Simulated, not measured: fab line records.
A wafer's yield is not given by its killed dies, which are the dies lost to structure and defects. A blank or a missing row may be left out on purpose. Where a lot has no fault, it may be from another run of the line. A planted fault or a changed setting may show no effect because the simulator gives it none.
Chamber matching    flow gf180mcu    pecvd-02 running GF_V2_CVD_02: 3 sister chambers
The step deposits SiO2 from TEOS, target thk 850 nm, time 94.851 s. 3 wafers are shown with their chamber, then 9 later ones without.

WAFERS, EACH WITH ITS CHAMBER
wafer   chamber  heater-power-w (W)
L088.1  0        599
L090.4  2        593
L090.6  1        590

WAFERS WHOSE CHAMBER IS MISSING
wafer   heater-power-w (W)
L091.2  531
L091.4  450
L091.6  656
L094.1  537
L094.3  566
L094.6  635
L096.3  514
L096.5  563
L096.6  575

CHAMBER TAKEN BY EACH
wafer   from the rows above           in truth
L091.2  can't be placed: 1 or 2 or 0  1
L091.4  can't be placed: 1 or 2 or 0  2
L091.6  can't be placed: 0 or 2 or 1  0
L094.1  can't be placed: 1 or 2 or 0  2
L094.3  can't be placed: 1 or 2 or 0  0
L094.6  can't be placed: 0 or 2 or 1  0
L096.3  can't be placed: 1 or 2 or 0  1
L096.5  can't be placed: 1 or 2 or 0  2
L096.6  can't be placed: 1 or 2 or 0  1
Correctly placed: 0 of 9. From these rows, 9 cannot be placed; in 9 the true chamber is one of the candidates. Number placed wrongly: 0.
How it was worked out, from the rows above alone: a wafer's distance from a chamber is the root of the sum, over the readings, of the square of ((its reading less the chamber's mean) divided by the reading's scatter). If the next closest chamber is less than 2 further off than the closest, the wafer can't be placed; otherwise it belongs to the closest. For every chamber, the mean is computed from those of its wafers that are shown. The scatter: with one shown wafer a chamber, the root of the mean of the squares of how far each hidden wafer lies from its nearest shown one.
